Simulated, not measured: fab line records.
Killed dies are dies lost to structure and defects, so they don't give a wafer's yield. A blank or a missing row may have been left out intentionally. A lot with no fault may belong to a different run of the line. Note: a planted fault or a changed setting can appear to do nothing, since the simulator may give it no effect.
A sampling plan put to the test | flow gf180mcu | one fab line, 23 faults that these records tell of, each judged on the records of the lots that it struck
The line's own looks make up the plan; these are the steps of the route where a gauge or inspection reads the wafer and leaves it unchanged. A look can be judged if struck wafers have a number there and the file gives its usual mean and standard deviation on fault-free wafers. Caught: 4 or more of those standard deviations (sigma) separate the usual mean from the mean of the struck wafers at a look after the fault's first step. On the tool: the same test on the tool's own readings at the fault's steps. Another recipe on the struck wafers, or a record that is blank for them alone, also counts as caught.

THE FAULTS, as the simulator had put them in
1. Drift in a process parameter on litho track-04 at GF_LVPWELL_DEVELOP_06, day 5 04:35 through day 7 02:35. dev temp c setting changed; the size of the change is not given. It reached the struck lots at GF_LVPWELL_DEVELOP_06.
2. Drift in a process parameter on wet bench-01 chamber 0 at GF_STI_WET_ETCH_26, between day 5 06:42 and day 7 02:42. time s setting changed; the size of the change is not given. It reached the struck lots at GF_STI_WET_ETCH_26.
3. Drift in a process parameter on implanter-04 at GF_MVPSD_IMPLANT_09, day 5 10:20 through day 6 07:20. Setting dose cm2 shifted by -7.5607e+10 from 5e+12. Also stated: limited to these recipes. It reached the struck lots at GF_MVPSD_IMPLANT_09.
4. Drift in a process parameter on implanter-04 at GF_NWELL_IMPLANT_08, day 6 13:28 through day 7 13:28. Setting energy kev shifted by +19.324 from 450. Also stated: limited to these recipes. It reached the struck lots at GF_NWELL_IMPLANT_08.
5. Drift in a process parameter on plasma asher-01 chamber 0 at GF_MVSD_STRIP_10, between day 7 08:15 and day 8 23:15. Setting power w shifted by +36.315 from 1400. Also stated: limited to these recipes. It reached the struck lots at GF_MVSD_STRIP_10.
6. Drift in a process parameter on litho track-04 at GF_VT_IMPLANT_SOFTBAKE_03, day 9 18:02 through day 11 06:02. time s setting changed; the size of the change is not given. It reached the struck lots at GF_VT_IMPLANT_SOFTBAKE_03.
7. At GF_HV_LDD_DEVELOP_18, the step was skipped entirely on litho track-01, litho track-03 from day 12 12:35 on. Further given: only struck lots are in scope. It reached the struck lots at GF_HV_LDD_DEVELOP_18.
8. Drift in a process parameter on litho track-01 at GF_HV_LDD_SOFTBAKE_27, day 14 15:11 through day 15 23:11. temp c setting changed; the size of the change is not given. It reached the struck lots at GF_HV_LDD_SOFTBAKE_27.
9. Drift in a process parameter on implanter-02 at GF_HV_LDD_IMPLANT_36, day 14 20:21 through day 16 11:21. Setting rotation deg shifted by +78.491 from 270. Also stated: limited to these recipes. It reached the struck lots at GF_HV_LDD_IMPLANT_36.
10. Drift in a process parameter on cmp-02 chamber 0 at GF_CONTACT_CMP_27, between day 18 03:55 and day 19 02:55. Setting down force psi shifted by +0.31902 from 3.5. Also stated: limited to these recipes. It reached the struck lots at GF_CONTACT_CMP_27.
11. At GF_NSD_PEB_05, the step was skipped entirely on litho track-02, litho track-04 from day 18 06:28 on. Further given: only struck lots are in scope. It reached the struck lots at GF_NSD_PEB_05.
12. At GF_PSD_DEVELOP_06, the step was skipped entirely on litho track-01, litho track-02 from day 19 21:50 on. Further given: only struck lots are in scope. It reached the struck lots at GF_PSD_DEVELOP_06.
13. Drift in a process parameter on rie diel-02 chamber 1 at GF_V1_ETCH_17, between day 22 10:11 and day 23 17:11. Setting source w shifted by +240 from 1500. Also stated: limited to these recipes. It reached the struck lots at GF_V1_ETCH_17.
14. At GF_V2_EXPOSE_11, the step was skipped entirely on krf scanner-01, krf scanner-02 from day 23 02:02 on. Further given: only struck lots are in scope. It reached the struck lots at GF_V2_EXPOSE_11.
15. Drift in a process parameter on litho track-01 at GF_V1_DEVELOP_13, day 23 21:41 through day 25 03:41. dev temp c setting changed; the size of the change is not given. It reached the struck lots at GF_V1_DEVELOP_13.
16. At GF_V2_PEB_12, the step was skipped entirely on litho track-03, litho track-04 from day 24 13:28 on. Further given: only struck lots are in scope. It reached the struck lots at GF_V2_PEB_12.
17. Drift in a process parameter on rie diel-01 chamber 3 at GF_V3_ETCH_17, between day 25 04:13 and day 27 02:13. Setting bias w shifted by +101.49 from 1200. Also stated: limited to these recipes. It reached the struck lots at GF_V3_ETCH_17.
18. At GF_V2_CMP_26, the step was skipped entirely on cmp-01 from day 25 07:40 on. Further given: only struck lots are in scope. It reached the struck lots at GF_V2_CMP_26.
19. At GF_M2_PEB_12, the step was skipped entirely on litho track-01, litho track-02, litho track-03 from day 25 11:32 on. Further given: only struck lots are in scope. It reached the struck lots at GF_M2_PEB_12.
20. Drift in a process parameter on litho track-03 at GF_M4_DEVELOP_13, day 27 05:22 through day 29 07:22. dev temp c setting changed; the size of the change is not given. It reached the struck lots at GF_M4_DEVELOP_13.
21. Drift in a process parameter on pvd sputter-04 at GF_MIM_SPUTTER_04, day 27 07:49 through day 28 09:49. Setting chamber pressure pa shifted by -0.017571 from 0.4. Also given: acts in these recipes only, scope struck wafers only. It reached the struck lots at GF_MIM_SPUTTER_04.
22. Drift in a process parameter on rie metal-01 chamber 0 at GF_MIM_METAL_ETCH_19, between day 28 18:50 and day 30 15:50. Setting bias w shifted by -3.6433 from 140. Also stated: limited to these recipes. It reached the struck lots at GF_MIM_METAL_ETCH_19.
23. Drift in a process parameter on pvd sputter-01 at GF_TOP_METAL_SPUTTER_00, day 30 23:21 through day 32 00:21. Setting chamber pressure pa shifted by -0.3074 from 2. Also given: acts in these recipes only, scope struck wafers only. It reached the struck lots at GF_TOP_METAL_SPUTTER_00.

WHAT THE PLAN SAW
fault | on the tool itself                               | first look that catches it                      | reading, sigma | median hours from its first step to that look | hours from the fault's start to the first struck lot there | judged looks passed uncaught
1     | developer temp C -23 sigma                       | not the one look that can be judged after it    | -              | -                                             | -                                                          | 1
2     | run length s -19 sigma                           | not the one look that can be judged after it    | -              | -                                             | -                                                          | 1
3     | dose ions cm2 -15 sigma                          | none of the 2 looks that can be judged after it | -              | -                                             | -                                                          | 2
4     | beam energy keV +99 or beyond sigma              | not the one look that can be judged after it    | -              | -                                             | -                                                          | 1
5     | strip time to endpoint s -6.4 sigma              | none of the 2 looks that can be judged after it | -              | -                                             | -                                                          | 2
6     | heater power total W +37 sigma                   | not the one look that can be judged after it    | -              | -                                             | -                                                          | 1
7     | the tool's record is blank for the struck wafers | no look after it can be judged                  | -              | -                                             | -                                                          | 0
8     | heater power total W -99 or beyond sigma         | no look after it can be judged                  | -              | -                                             | -                                                          | 0
9     | rotation deg +99 or beyond sigma                 | no look after it can be judged                  | -              | -                                             | -                                                          | 0
10    | head pressure psi +43 sigma                      | no look after it can be judged                  | -              | -                                             | -                                                          | 0
11    | no reading that can be judged                    | no look after it can be judged                  | -              | -                                             | -                                                          | 0
12    | the tool's record is blank for the struck wafers | no look after it can be judged                  | -              | -                                             | -                                                          | 0
13    | rf fwd power W +46 sigma                         | no look after it can be judged                  | -              | -                                             | -                                                          | 0
14    | no reading that can be judged                    | no look after it can be judged                  | -              | -                                             | -                                                          | 0
15    | developer temp C -18 sigma                       | no look after it can be judged                  | -              | -                                             | -                                                          | 0
16    | the tool's record is blank for the struck wafers | no look after it can be judged                  | -              | -                                             | -                                                          | 0
17    | bias w +27 sigma                                 | no look after it can be judged                  | -              | -                                             | -                                                          | 0
18    | the tool's record is blank for the struck wafers | no look after it can be judged                  | -              | -                                             | -                                                          | 0
19    | the tool's record is blank for the struck wafers | no look after it can be judged                  | -              | -                                             | -                                                          | 0
20    | developer temp C +6.7 sigma                      | not the one look that can be judged after it    | -              | -                                             | -                                                          | 1
21    | chamber pressure pa -20 sigma                    | no look after it can be judged                  | -              | -                                             | -                                                          | 0
22    | bias w -8.9 sigma                                | no look after it can be judged                  | -              | -                                             | -                                                          | 0
23    | chamber pressure pa -78 sigma                    | no look after it can be judged                  | -              | -                                             | -                                                          | 0
A dash: the fault is not caught, or the number is missing from these records.

Caught at a look: 0 of 23. Caught on the tool: 21 of 23. By one or the other: 21 of 23.
Faults 1, 2, 3, 4, 5, 6, 7, 8, 9, 10, 12, 13, 15, 16, 17, 18, 19, 20, 21, 22, 23 were caught on the tool alone.
Caught by neither: faults 11, 14.
